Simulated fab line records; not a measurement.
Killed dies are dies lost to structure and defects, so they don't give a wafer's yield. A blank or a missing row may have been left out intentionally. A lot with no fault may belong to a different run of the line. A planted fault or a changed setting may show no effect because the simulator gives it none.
Problem report in the 8D (eight disciplines) form, filled by code / flow gf180mcu / the parts of the form that need people (team, actions taken, sign-off) are left out

## 1. WHAT WENT WRONG
HV_LDD_CVD_54_THK at GF_HV_LDD_THK_MEAS_55 reads a mean of 7.23 nm on 6 wafers of 2 lots; wafers without a fault read 10.01 nm with a standard deviation of 0.13. Relative to the usual mean, that is a shift of -21 standard deviations.
Earliest sighting: wafer L542.2 on film-metro-03 at day 16 00:56. The record holds 39 wafers of 13 lots with a number at this step. Rule for "out" (also "out of limits"): further than 4 standard deviations from the usual mean. All remaining wafers that have a number are taken as sound.

## 2. WHAT IT IS; WHAT IT IS NOT
question=which readings at this step | is=HV_LDD_CVD_54_THK | is not=-
question=which lots | is=L542, L544 | is not=L531, L532, L533, L534, L535, L537, L539, L540, L543, L545, L554
question=which wafers of those lots | is=all that have a number | is not=-
question=read on which gauges | is=film-metro-03 | is not=film-metro-01, film-metro-04
question=when | is=from day 16 00:56 | is not=up to then (24 sound wafers); but 9 sound wafers of L543, L545, L554 came after

## 3. THE SUSPECTS, EACH WITH WHAT RULES IT OUT
Counting: a tool at any process step up to the reading remains a suspect when it ran all the lots that are out and ran no sound lot after the first of those.
- the gauge at GF_HV_LDD_THK_MEAS_55: kept. All the wafers that are out were read on film-metro-03, and no step on other tools shows them out.
- lpcvd-01 at GF_HV_LDD_CVD_54 (deposits SiO2 from TEOS, target thk 10 nm, time 75 s): ruled out as a lasting fault. Following L542 (day 15 23:54), the first lot on it that is out, the sound lots L554 were run on it.
Left after counting: film-metro-03 at GF_HV_LDD_THK_MEAS_55.

## 4. THE CAUSE (what the simulator had put in)
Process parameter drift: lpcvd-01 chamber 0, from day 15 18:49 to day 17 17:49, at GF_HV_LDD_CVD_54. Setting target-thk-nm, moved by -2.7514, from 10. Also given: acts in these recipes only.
The count ruled it out by mistake, since the rule takes a fault to strike every lot its tool runs from the start of the fault on, and this one did not do so.

## 5. THE EFFECT CHAIN, in route order
One row per reading whose mean, taken over the struck wafers that have a number, lies over 3 standard deviations from the usual. Only readings for which the record gives a usual standard deviation are gone through. hours: the time from each lot's start at the first step in this table that gives one to its start at this step, as a median over the lots. sigmas: the change in usual standard deviations.
hours=0; step=GF_HV_LDD_THK_MEAS_55; reading=HV_LDD_CVD_54_THK; usual=10.01 nm; on struck wafers=7.23; change=-2.78; sigmas=-21
Later measuring or inspecting steps at which every struck wafer that the step has a row for has a number for every such reading, and none has moved that far: GF_M1_RS_MEAS_05.

## 6. WHAT WOULD HAVE CAUGHT IT SOONER
In this record the first reading out of limits at a measuring or inspecting step was taken at day 16 00:56, 6 hours after the fault began at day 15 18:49.
Of the tool readings at GF_HV_LDD_CVD_54 for which the record gives a usual standard deviation, none was out on any struck wafer, so an alarm limit of 4 standard deviations on them would not have fired.
